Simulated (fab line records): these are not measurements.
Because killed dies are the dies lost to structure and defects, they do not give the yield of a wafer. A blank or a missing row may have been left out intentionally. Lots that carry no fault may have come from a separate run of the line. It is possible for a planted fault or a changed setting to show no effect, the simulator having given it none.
fab line records + flow sky130
record
- lots=7
- wafers=19
- last_day=49
route steps=708 shown CONTACT@423 METAL1@434 PAD_OPEN@708
lots that met no fault: from a run of the same line without faults
start_h: the number of hours between the record's first day and the start of the first shown wafer of the lot + wait_h: hours from the lot's prior step to this one + " the same as in the row above + L1.1+2: a single row standing in for several wafers + - value missing, or start not given + * or withheld: withheld + < > ~ a bound
route shown NAME@n: NAME is a module with steps in the file, n the number in the route of the first one + usual: mean/standard deviation taken from wafers without a fault + same: alike in all rows + chamber/n: place in a boat + sites: per-site readings + _std_site: the standard deviation of these + _edge_site: inner sites' mean taken away from outer sites' mean + radius_mm: for every site, how far away it sits from the centre of the wafer + mask NAME#n: copy n + behind: the last tool/chamber to shape the wafer + hold: why the lot went on hold/how many hours it stayed there/how the hold came to an end + device: the transistor (n, p or np) that didn't switch + end of line: tests of these same wafers at the route's end + a step with no rows: only its recipe + killed: the dies lost at the first sort to structure and to defects; this is not the yield of the wafer + map: the dies of a wafer, with x for killed, . for not killed, _ for no die there
set.NAME: setting as actually run; set.NAME@STEP: the setting as run at that earlier step + model.NAME: the simulator's own value behind a step, which no gauge read
lots seen at some steps along the route; tables by step, rows by wafer
services: from which hour (start_h, from the record's first day; less than 0 if before it) a tool's chamber was out of use, for how many hours, and why
## steps
# step SKY_CONTACT_ETCH_17
# recipe
- target=SiO2
- chemistry=C4F8/O2/Ar
- stop_on=Si3N4
- mask_material=KrF-thick
- source_w=1500
- bias_w=1200
- pressure_mtorr=40
- c4f8_flow_sccm=withheld
- O2_flow_sccm=6
- Ar_flow_sccm=300
- time_s=withheld
- target_depth_a=3400
# usual
- oes_product_au=0.891/0.0053
| lot.wafer | tool        | chamber | start_h | wait_h | oes_product_au |
|-----------|-------------|---------|---------|--------|----------------|
| L926.4    | rie_diel-01 | 0       | 800.01  | 0.0    | 0.883          |
| L926.5    | "           | 3       | "       | "      | 0.895          |
| L926.6    | "           | 0       | "       | "      | 0.902          |
| L930.1    | rie_diel-01 | 2       | 806.90  | 0.0    | 0.894          |
| L930.2    | "           | 0       | "       | "      | 0.887          |
| L930.3    | "           | 3       | "       | "      | 0.899          |
| L933.1    | rie_diel-01 | 2       | 839.38  | 0.0    | 0.890          |
| L933.3    | "           | 3       | "       | "      | 0.888          |
| L933.4    | "           | 1       | "       | "      | 0.895          |
| L932.2    | rie_diel-03 | 1       | 839.91  | 0.0    | 0.884          |
| L932.4    | "           | 2       | "       | "      | 0.882          |
| L932.5    | "           | 3       | "       | "      | 0.890          |
| L935.5    | rie_diel-04 | 2       | 849.25  | 0.0    | 0.894          |
| L935.6    | "           | 3       | "       | "      | 0.893          |
| L936.3    | rie_diel-03 | 0       | 855.31  | 0.0    | 0.890          |
| L936.5    | "           | 0       | "       | "      | 0.896          |
| L940.1    | rie_diel-03 | 2       | 884.61  | 0.0    | 0.893          |
| L940.2    | "           | 3       | "       | "      | 0.883          |
| L940.3    | "           | 1       | "       | "      | 0.897          |
# step SKY_CONTACT_ETCH_18
# recipe
- target=Si3N4
- chemistry=CHF3/O2
- stop_on=TiN
- source_w=600
- bias_w=200
- pressure_mtorr=40
- chf3_flow_sccm=50
- O2_flow_sccm=5
- time_s=39
- target_depth_a=750
# step SKY_CONTACT_STRIP_19
# recipe
- chemistry=O2/N2
- power_w=1400
- pressure_mtorr=1500
- platen_temp_c=withheld
- o2_flow_sccm=3000
- n2_flow_sccm=300
- overash_fraction=0.5
# usual
- drypump_motor_current_A=5.8/0.34
- oes_product_au=0.381/0.0052
- strip_time_to_endpoint_s=3.618/0.03
| lot.wafer | tool            | chamber | start_h | wait_h | drypump_motor_current_A | oes_product_au | rf_hours_counter_h | strip_time_to_endpoint_s |
|-----------|-----------------|---------|---------|--------|-------------------------|----------------|--------------------|--------------------------|
| L926.4    | plasma_asher-04 | 0       | 800.13  | -      | 5.8                     | 0.377          | -                  | 3.615                    |
| L926.5    | "               | 0       | "       | "      | 5.8                     | 0.380          | -                  | 3.592                    |
| L926.6    | "               | 1       | "       | "      | 6.3                     | 0.376          | -                  | 3.649                    |
| L930.1    | plasma_asher-01 | 1       | 806.99  | -      | 5.4                     | 0.375          | 40                 | 3.653                    |
| L930.2    | "               | 0       | "       | "      | 5.5                     | 0.375          | 40                 | 3.613                    |
| L930.3    | "               | 1       | "       | "      | 5.4                     | 0.381          | -                  | 3.640                    |
| L933.1    | plasma_asher-01 | 1       | 839.47  | -      | 5.4                     | 0.385          | 44                 | 3.642                    |
| L933.3    | "               | 1       | "       | "      | 5.4                     | 0.380          | -                  | 3.608                    |
| L933.4    | "               | 0       | "       | "      | 5.5                     | 0.380          | -                  | 3.592                    |
| L932.2    | plasma_asher-04 | 0       | 840.00  | -      | 5.7                     | 0.372          | 102                | 3.608                    |
| L932.4    | "               | 0       | "       | "      | 5.7                     | 0.383          | -                  | 3.672                    |
| L932.5    | "               | 1       | "       | "      | 6.4                     | 0.375          | -                  | 3.634                    |
| L935.5    | plasma_asher-04 | 1       | 849.38  | -      | 6.4                     | 0.383          | -                  | 3.599                    |
| L935.6    | "               | 0       | "       | "      | 5.8                     | 0.383          | -                  | 3.617                    |
| L936.3    | plasma_asher-01 | 1       | 855.43  | -      | 5.4                     | 0.390          | -                  | 3.596                    |
| L936.5    | "               | 0       | "       | "      | 5.5                     | 0.374          | -                  | 3.606                    |
| L940.1    | plasma_asher-04 | 1       | 884.70  | -      | 6.4                     | 0.386          | 107                | 3.573                    |
| L940.2    | "               | 0       | "       | "      | 5.7                     | 0.386          | 107                | 3.572                    |
| L940.3    | "               | 0       | "       | "      | 5.8                     | 0.376          | -                  | 3.572                    |
# step SKY_CONTACT_STRIP_20
# recipe
- chemistry=post_etch_residue_remover
- time_s=1200
- temp_c=72.5
# step SKY_CONTACT_CLEAN_21
# recipe
- chemistry=IPA
- time_s=180
- temp_c=25
# step SKY_CONTACT_CLEAN_22
# recipe
- chemistry=O3/DIW
- dry=n2_spin
# step SKY_CONTACT_SPUTTER_23
# recipe
- material=TiN
- target_thk_nm=20
- chamber_pressure_pa=5
- power_w=4000
- time_s=80
# usual
- throttle_valve_pct=29.3/0.95
| lot.wafer | tool           | chamber | start_h | wait_h | throttle_valve_pct |
|-----------|----------------|---------|---------|--------|--------------------|
| L926.4    | pvd_sputter-01 | -       | 800.73  | 0.0    | 29.6               |
| L926.5    | "              | -       | "       | "      | 29.1               |
| L926.6    | "              | -       | "       | "      | 28.9               |
| L930.1    | pvd_sputter-01 | -       | 807.68  | 0.0    | 28.8               |
| L930.2    | "              | -       | "       | "      | 29.4               |
| L930.3    | "              | -       | "       | "      | 28.8               |
| L933.1    | pvd_sputter-02 | -       | 840.06  | 0.0    | 28.6               |
| L933.3    | "              | -       | "       | "      | 29.7               |
| L933.4    | "              | -       | "       | "      | 29.7               |
| L932.2    | pvd_sputter-03 | -       | 840.59  | 0.0    | 29.3               |
| L932.4    | "              | -       | "       | "      | 27.0               |
| L932.5    | "              | -       | "       | "      | 29.7               |
| L935.5    | pvd_sputter-01 | -       | 849.96  | 0.0    | 29.1               |
| L935.6    | "              | -       | "       | "      | 28.6               |
| L936.3    | pvd_sputter-03 | -       | 856.04  | 0.0    | 29.3               |
| L936.5    | "              | -       | "       | "      | 27.3               |
| L940.1    | pvd_sputter-03 | -       | 885.30  | 0.0    | 29.4               |
| L940.2    | "              | -       | "       | "      | 29.3               |
| L940.3    | "              | -       | "       | "      | 29.6               |
# step SKY_CONTACT_CVD_24
# recipe
- material=W
- target_thk_nm=340
- time_s=102.12
- temp_c=400
- pressure_torr=40
# usual
- heater_power_w=802/60
| lot.wafer | tool     | chamber | start_h | wait_h | heater_power_w |
|-----------|----------|---------|---------|--------|----------------|
| L926.4    | cvd_w-01 | 1       | 800.83  | 0.1    | 787            |
| L926.5    | "        | 0       | "       | "      | 714            |
| L926.6    | "        | 1       | "       | "      | 784            |
| L930.1    | cvd_w-02 | 1       | 807.74  | 0.0    | 891            |
| L930.2    | "        | 0       | "       | "      | 813            |
| L930.3    | "        | 0       | "       | "      | 813            |
| L933.1    | cvd_w-02 | 1       | 840.12  | 0.0    | 863            |
| L933.3    | "        | 1       | "       | "      | 866            |
| L933.4    | "        | 0       | "       | "      | 796            |
| L932.2    | cvd_w-02 | 1       | 840.65  | 0.0    | 878            |
| L932.4    | "        | 0       | "       | "      | 797            |
| L932.5    | "        | 0       | "       | "      | 800            |
| L935.5    | cvd_w-02 | 1       | 850.06  | 0.1    | 878            |
| L935.6    | "        | 0       | "       | "      | 824            |
| L936.3    | cvd_w-01 | 1       | 856.14  | 0.1    | 788            |
| L936.5    | "        | 0       | "       | "      | 718            |
| L940.1    | cvd_w-01 | 1       | 885.36  | 0.0    | 769            |
| L940.2    | "        | 0       | "       | "      | 723            |
| L940.3    | "        | 1       | "       | "      | 774            |
# step SKY_CONTACT_RS_MEAS_25
# recipe
- thk_meas_gauge=four-point-probe
- reads=W_of_CONTACT_CVD_24+TiN_of_CONTACT_SPUTTER_23
# usual
- CONTACT_W_RS=0.343/0.004
| lot.wafer | tool          | chamber | start_h | wait_h | CONTACT_W_RS[ohm/sq] |
|-----------|---------------|---------|---------|--------|----------------------|
| L926.4    | film_metro-04 | -       | 800.96  | 0.1    | 0.345                |
| L926.5    | "             | -       | "       | "      | 0.343                |
| L926.6    | "             | -       | "       | "      | 0.347                |
| L930.1    | film_metro-01 | -       | 807.85  | 0.1    | 0.348                |
| L930.2    | "             | -       | "       | "      | 0.351                |
| L930.3    | "             | -       | "       | "      | 0.347                |
| L933.1    | film_metro-01 | -       | 840.23  | 0.1    | 0.340                |
| L933.3    | "             | -       | "       | "      | 0.341                |
| L933.4    | "             | -       | "       | "      | 0.338                |
| L932.2    | film_metro-01 | -       | 840.78  | 0.1    | 0.345                |
| L932.4    | "             | -       | "       | "      | 0.343                |
| L932.5    | "             | -       | "       | "      | 0.346                |
| L935.5    | film_metro-01 | -       | 850.18  | 0.1    | 0.348                |
| L935.6    | "             | -       | "       | "      | 0.345                |
| L936.3    | film_metro-01 | -       | 856.25  | 0.1    | 0.341                |
| L936.5    | "             | -       | "       | "      | 0.339                |
| L940.1    | film_metro-01 | -       | 885.47  | 0.1    | 0.340                |
| L940.2    | "             | -       | "       | "      | 0.340                |
| L940.3    | "             | -       | "       | "      | 0.342                |
# step SKY_CONTACT_THK_MEAS_26
# recipe
- thk_meas_gauge=xrf
- reads=W_of_CONTACT_CVD_24
# usual
- CONTACT_W_THK=322/4.5
| lot.wafer | tool          | chamber | start_h | wait_h | CONTACT_W_THK[nm] |
|-----------|---------------|---------|---------|--------|-------------------|
| L926.4    | film_metro-04 | -       | 801.05  | 0.1    | 316               |
| L926.5    | "             | -       | "       | "      | 317               |
| L926.6    | "             | -       | "       | "      | 315               |
| L930.1    | film_metro-01 | -       | 807.97  | 0.1    | 317               |
| L930.2    | "             | -       | "       | "      | 312               |
| L930.3    | "             | -       | "       | "      | 317               |
| L933.1    | film_metro-01 | -       | 840.35  | 0.1    | 322               |
| L933.3    | "             | -       | "       | "      | 323               |
| L933.4    | "             | -       | "       | "      | 326               |
| L932.2    | film_metro-01 | -       | 840.89  | 0.1    | 321               |
| L932.4    | "             | -       | "       | "      | 322               |
| L932.5    | "             | -       | "       | "      | 319               |
| L935.5    | film_metro-01 | -       | 850.26  | 0.1    | 315               |
| L935.6    | "             | -       | "       | "      | 319               |
| L936.3    | film_metro-01 | -       | 856.35  | 0.1    | 325               |
| L936.5    | "             | -       | "       | "      | 326               |
| L940.1    | film_metro-01 | -       | 885.59  | 0.1    | 324               |
| L940.2    | "             | -       | "       | "      | 325               |
| L940.3    | "             | -       | "       | "      | 321               |
# step SKY_CONTACT_CMP_27
# recipe
- stop_on=SiO2
- t_overpolish_s=15
- down_force_psi=3.5
- platen_rpm=60
- target_thk_nm=0
- pad_velocity_m_s=0.94248
# step SKY_METAL1_SPUTTER_00
# recipe
- material=Ti
- target_thk_nm=15
- power_w=3000
- time_s=10
- chamber_pressure_pa=0.4
# step SKY_METAL1_SPUTTER_01
# recipe
- material=TiN
- target_thk_nm=20
- power_w=6500
- time_s=16.7
- chamber_pressure_pa=0.4
# usual
- throttle_valve_pct=29.8/0.94
| lot.wafer | tool           | chamber | start_h | wait_h | throttle_valve_pct | model.TiN_of_METAL1_SPUTTER_01.thk_nm |
|-----------|----------------|---------|---------|--------|--------------------|---------------------------------------|
| L926.4    | pvd_sputter-02 | -       | 801.40  | 0.0    | 31.0               | 19.63                                 |
| L926.5    | "              | -       | "       | "      | 30.9               | 19.52                                 |
| L926.6    | "              | -       | "       | "      | 28.6               | 19.58                                 |
| L930.1    | pvd_sputter-04 | -       | 808.35  | 0.0    | 31.1               | 20.15                                 |
| L930.2    | "              | -       | "       | "      | 29.5               | 20.01                                 |
| L930.3    | "              | -       | "       | "      | 30.7               | 19.9                                  |
| L933.1    | pvd_sputter-02 | -       | 840.73  | 0.0    | 28.9               | 19.76                                 |
| L933.3    | "              | -       | "       | "      | 30.6               | 19.8                                  |
| L933.4    | "              | -       | "       | "      | 30.0               | 19.9                                  |
| L932.2    | pvd_sputter-04 | -       | 841.26  | 0.0    | 30.6               | 20.06                                 |
| L932.4    | "              | -       | "       | "      | 30.7               | 20.09                                 |
| L932.5    | "              | -       | "       | "      | 31.1               | 22.12                                 |
| L935.5    | pvd_sputter-04 | -       | 850.61  | 0.0    | 30.6               | 21.99                                 |
| L935.6    | "              | -       | "       | "      | 29.7               | 19.71                                 |
| L936.3    | pvd_sputter-04 | -       | 856.71  | 0.0    | 30.5               | 21.71                                 |
| L936.5    | "              | -       | "       | "      | 30.6               | 21.79                                 |
| L940.1    | pvd_sputter-02 | -       | 885.97  | 0.0    | 29.7               | 19.54                                 |
| L940.2    | "              | -       | "       | "      | 30.9               | 19.37                                 |
| L940.3    | "              | -       | "       | "      | 28.8               | 19.43                                 |
# step SKY_METAL1_SPUTTER_02
# recipe
- material=AlCu
- target_thk_nm=250
- power_w=10600
- time_s=13.3
- chamber_pressure_pa=0.4
# usual
- throttle_valve_pct=29.8/0.98
| lot.wafer | tool           | chamber | start_h | wait_h | throttle_valve_pct |
|-----------|----------------|---------|---------|--------|--------------------|
| L926.4    | pvd_sputter-02 | -       | 801.43  | 0.0    | 30.6               |
| L926.5    | "              | -       | "       | "      | 31.3               |
| L926.6    | "              | -       | "       | "      | 28.7               |
| L930.1    | pvd_sputter-04 | -       | 808.38  | 0.0    | 31.3               |
| L930.2    | "              | -       | "       | "      | 29.3               |
| L930.3    | "              | -       | "       | "      | 30.8               |
| L933.1    | pvd_sputter-02 | -       | 840.76  | 0.0    | 28.9               |
| L933.3    | "              | -       | "       | "      | 30.7               |
| L933.4    | "              | -       | "       | "      | 29.9               |
| L932.2    | pvd_sputter-04 | -       | 841.29  | 0.0    | 30.6               |
| L932.4    | "              | -       | "       | "      | 30.9               |
| L932.5    | "              | -       | "       | "      | 31.1               |
| L935.5    | pvd_sputter-04 | -       | 850.64  | 0.0    | 30.5               |
| L935.6    | "              | -       | "       | "      | 29.6               |
| L936.3    | pvd_sputter-04 | -       | 856.74  | 0.0    | 30.6               |
| L936.5    | "              | -       | "       | "      | 30.3               |
| L940.1    | pvd_sputter-02 | -       | 886.00  | 0.0    | 29.9               |
| L940.2    | "              | -       | "       | "      | 31.1               |
| L940.3    | "              | -       | "       | "      | 28.6               |
# step SKY_PAD_OPEN_PROBE_99
# usual
- defect_limited_yield=82.5/1.9
- killed_at_M0_to_M3=43/6.8
- killed_at_M4_up=3.0/1.6
- killed_at_contacts=25/6
- killed_at_front_end=15/4.4
- killed_at_other=0.3/0.52
- killed_dies=86/9.6
- killed_open=47/6.7
- killed_short=39/6.8
- sort_bin_3_pad_short=0.9/0.43
- sort_bin_5_function=10.3/1.5
- sort_bin_6_memory=6.3/1.1
- sort_n_pass=406/9.6
- sort_yield_pct=82.5/1.9
# same
- gross_dies=492
- killed_at_back_side=0
- sort_bin_4_leakage[%]=0
- sort_bin_8_speed[%]=0
| lot.wafer | tool      | chamber | start_h | wait_h | defect_limited_yield[%] | killed_at_M0_to_M3 | killed_at_M4_up | killed_at_contacts | killed_at_front_end | killed_at_other | killed_dies | killed_open | killed_short | sort_bin_3_pad_short[%] | sort_bin_5_function[%] | sort_bin_6_memory[%] | sort_n_pass | sort_yield_pct[%] |
|-----------|-----------|---------|---------|--------|-------------------------|--------------------|-----------------|--------------------|---------------------|-----------------|-------------|-------------|--------------|-------------------------|------------------------|----------------------|-------------|-------------------|
| L930.1    | prober-01 | -       | 1129.99 | 0.1    | 80.1                    | 42                 | 3               | 24                 | 28                  | 1               | 98          | 47          | 51           | 1.6                     | 11.6                   | 6.7                  | 394         | 80.1              |
| L930.2    | prober-01 | -       | 1130.04 | 0.1    | 82.9                    | 38                 | 2               | 26                 | 16                  | 2               | 84          | 39          | 45           | 0.4                     | 9.6                    | 7.1                  | 408         | 82.9              |
| L930.3    | prober-01 | -       | 1130.09 | 0.2    | 82.5                    | 32                 | 5               | 35                 | 14                  | 0               | 86          | 44          | 42           | 0.6                     | 9.3                    | 7.5                  | 406         | 82.5              |
| L932.2    | prober-02 | -       | 1155.90 | 0.1    | 83.5                    | 34                 | 2               | 33                 | 12                  | 0               | 81          | 41          | 40           | 0.6                     | 8.9                    | 6.9                  | 411         | 83.5              |
| L932.4    | prober-02 | -       | 1156.00 | 0.2    | 83.7                    | 46                 | 8               | 16                 | 10                  | 0               | 80          | 41          | 39           | 0.8                     | 11.0                   | 4.5                  | 412         | 83.7              |
| L932.5    | prober-02 | -       | 1156.05 | 0.2    | 85.6                    | 37                 | 2               | 20                 | 12                  | 0               | 71          | 45          | 26           | 0.6                     | 9.6                    | 4.3                  | 421         | 85.6              |
| L940.1    | prober-01 | -       | 1185.13 | 0.1    | 82.3                    | 41                 | 2               | 22                 | 22                  | 0               | 87          | 43          | 44           | 1.8                     | 10.6                   | 5.3                  | 405         | 82.3              |
| L940.2    | prober-01 | -       | 1185.18 | 0.1    | 84.1                    | 36                 | 2               | 25                 | 15                  | 0               | 78          | 36          | 42           | 1.2                     | 11.0                   | 3.7                  | 414         | 84.1              |
| L940.3    | prober-01 | -       | 1185.23 | 0.2    | 83.9                    | 40                 | 1               | 25                 | 13                  | 0               | 79          | 44          | 35           | 1.0                     | 9.8                    | 5.3                  | 413         | 83.9              |
# killed by level:class
L930.1 METAL2:geometric_particle:short=9 CONTACT:geometric_particle:open=9 VIA3:geometric_particle:open=7 METAL1:geometric_particle:short=6 FIELD_ISO:geometric_particle:short=5 POLY_GATE:geometric_particle:open=5 LI_CONTACT:geometric_particle:open=5 VIA1:geometric_particle:open=5
L930.2 LI_CONTACT:geometric_particle:open=8 VIA1:geometric_particle:open=7 CONTACT:geometric_particle:open=6 VIA1:geometric_particle:short=6 VIA3:geometric_particle:open=5 CONTACT:geometric_particle:short=5 METAL1:geometric_particle:short=5 METAL2:geometric_particle:short=4
L930.3 LI_CONTACT:geometric_particle:open=17 VIA1:geometric_particle:short=7 FIELD_ISO:geometric_particle:open=5 POLY_GATE:geometric_particle:open=4 LI_CONTACT:geometric_particle:short=4 LOCAL_INTERCONNECT:geometric_particle:short=4 CONTACT:geometric_particle:open=4 CONTACT:geometric_particle:short=4
L932.2 CONTACT:geometric_particle:open=11 VIA1:geometric_particle:open=9 LOCAL_INTERCONNECT:geometric_particle:short=7 LI_CONTACT:geometric_particle:short=6 VIA2:geometric_particle:open=6 METAL2:geometric_particle:short=5 POLY_GATE:geometric_particle:short=4 LI_CONTACT:geometric_particle:open=4
L932.4 VIA2:geometric_particle:open=9 CONTACT:geometric_particle:open=7 METAL4:geometric_particle:short=7 VIA1:geometric_particle:open=7 VIA3:geometric_particle:open=7 METAL1:geometric_particle:short=6 METAL2:geometric_particle:short=5 CONTACT:geometric_particle:short=4
L932.5 CONTACT:geometric_particle:open=12 VIA1:geometric_particle:open=9 METAL2:geometric_particle:short=6 VIA3:geometric_particle:open=6 VIA2:geometric_particle:open=6 VIA1:geometric_particle:short=5 LI_CONTACT:geometric_particle:open=4 FIELD_ISO:geometric_particle:short=3
L940.1 VIA1:geometric_particle:open=7 LOCAL_INTERCONNECT:geometric_particle:short=6 VIA2:geometric_particle:open=6 FIELD_ISO:geometric_particle:open=5 POLY_GATE:geometric_particle:short=5 SPACER:geometric_particle:short=5 CONTACT:geometric_particle:open=5 METAL1:geometric_particle:open=5
L940.2 LI_CONTACT:geometric_particle:open=10 VIA2:geometric_particle:open=7 CONTACT:geometric_particle:short=5 CONTACT:geometric_particle:open=5 VIA1:geometric_particle:open=5 FIELD_ISO:geometric_particle:short=4 POLY_GATE:geometric_particle:open=4 VIA3:geometric_particle:open=4
L940.3 CONTACT:geometric_particle:open=11 VIA1:geometric_particle:open=9 METAL2:geometric_particle:short=7 POLY_GATE:geometric_particle:open=6 VIA1:geometric_particle:short=6 VIA2:geometric_particle:open=6 CONTACT:geometric_particle:short=4 POLY_GATE:geometric_particle:short=4
## services
| tool            | chamber | start_h | hours | kind   |
|-----------------|---------|---------|-------|--------|
| pvd_sputter-03  | -       | 803.61  | 2.1   | repair |
| rie_diel-03     | -       | 807.88  | 2.8   | pm     |
| pvd_sputter-04  | -       | 809.72  | 2.0   | repair |
| rie_diel-01     | 2       | 819.21  | 2.2   | repair |
| cvd_w-02        | -       | 819.51  | 2.8   | pm     |
| rie_diel-01     | 3       | 843.97  | 12.0  | repair |
| pvd_sputter-03  | -       | 849.59  | 5.9   | repair |
| rie_diel-01     | -       | 852.38  | 14.6  | pm     |
| rie_diel-03     | 2       | 852.70  | 1.9   | repair |
| cvd_w-02        | 0       | 855.61  | 1.2   | repair |
| pvd_sputter-01  | -       | 856.72  | 1.9   | repair |
| plasma_asher-01 | -       | 859.76  | 8.6   | pm     |
## key
first_sign none at tools or gauges
model_effect
- step=SKY_METAL1_SPUTTER_01
- value=TiN_of_METAL1_SPUTTER_01.thk_nm
- without=19.84
- struck=21.9
met_at SKY_METAL1_SPUTTER_01
struck_wafers L932.5,L935.5,L936.3,L936.5
onset_between 808.35 841.26
fault
- kind=process_parameter_drift
- tool=pvd_sputter-04
- chamber=-
- onset_h=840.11
- steps=SKY_METAL1_SPUTTER_01
- channel=time_s
- offset=*
- shape=step
- end_h=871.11
- scope=struck_wafers_only
- acts_in=*
- stated=*
